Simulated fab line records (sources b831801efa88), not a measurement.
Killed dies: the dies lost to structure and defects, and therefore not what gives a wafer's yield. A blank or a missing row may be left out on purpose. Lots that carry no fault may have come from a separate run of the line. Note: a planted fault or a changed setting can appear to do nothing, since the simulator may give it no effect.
Which of the tools did it? :: flow sky130 :: 21 wafers from 7 lots sampled at 2 of the route's 708 steps

== WHAT EACH GAUGE READ, for each wafer ==
SKY_POLY_GATE_THK_MEAS_01.
lot: L297
measured: day 15 11:25
on: filmMetro-03
POLY_GATE_CVD_00_THK (nm): 180.0 181.8 181.9

lot: L299
measured: day 15 23:48
on: filmMetro-03
POLY_GATE_CVD_00_THK (nm): 258.3 259.2 258.1

lot: L310
measured: day 19 17:38
on: filmMetro-02
POLY_GATE_CVD_00_THK (nm): 181.2 183.6 182.2

lot: L312
measured: day 20 12:22
on: filmMetro-03
POLY_GATE_CVD_00_THK (nm): 181.4 181.2 181.4

lot: L314
measured: day 21 02:09
on: filmMetro-04
POLY_GATE_CVD_00_THK (nm): 180.5 182.9 181.4

lot: L316
measured: day 22 03:53
on: filmMetro-04
POLY_GATE_CVD_00_THK (nm): 179.3 178.9 178.9

lot: L318
measured: day 22 11:53
on: filmMetro-03
POLY_GATE_CVD_00_THK (nm): 180.7 180.5 179.6

== WHICH TOOL RAN EACH LOT (tool, then ch and the chambers of the sampled wafers, then the start) ==
lot: L297
SKY_POLY_GATE_CVD_00: lpcvd-01 ch 1, day 15 10:13

lot: L299
SKY_POLY_GATE_CVD_00: lpcvd-01 ch 1, day 15 22:35

lot: L310
SKY_POLY_GATE_CVD_00: lpcvd-01 ch 1, day 19 16:26

lot: L312
SKY_POLY_GATE_CVD_00: lpcvd-01 ch 1, day 20 11:08

lot: L314
SKY_POLY_GATE_CVD_00: lpcvd-01 ch 0, day 21 00:56

lot: L316
SKY_POLY_GATE_CVD_00: lpcvd-01 ch 1, day 22 02:41

lot: L318
SKY_POLY_GATE_CVD_00: lpcvd-01 ch 0, day 22 10:40
- SKY_POLY_GATE_CVD_00: deposits poly-Si, target thk 180 nm, time 720 s.

== THE ANSWER, worked out from the rows above alone ==
Rule: the usual values come from the lots themselves. The widest of any qualifying gaps counts: lots, ordered by their means at a reading, are off when they make up no more than a third of the lots, leave a main group of 4 or more, and stand apart from it by 3 or more times the standard deviation of that group's means. If all means in a main group match to the digits the tables above print for the reading, that group is not used. A lot without any number at a reading at which 4 lots or more have one is off too. The other lots that the step has rows for count as sound.
Off: at SKY_POLY_GATE_THK_MEAS_01 (POLY_GATE_CVD_00_THK), L299. Main group: mean 181.0 nm, sd 1.1.
If a tool, at a process step before that reading, ran all the lots that are off and no sound lot after the first of them, it fits. Gauges at SKY_POLY_GATE_THK_MEAS_01: tried the same way as those tools. No candidate that was tried fits.

== WHAT WAS PUT IN BY THE SIMULATOR ==
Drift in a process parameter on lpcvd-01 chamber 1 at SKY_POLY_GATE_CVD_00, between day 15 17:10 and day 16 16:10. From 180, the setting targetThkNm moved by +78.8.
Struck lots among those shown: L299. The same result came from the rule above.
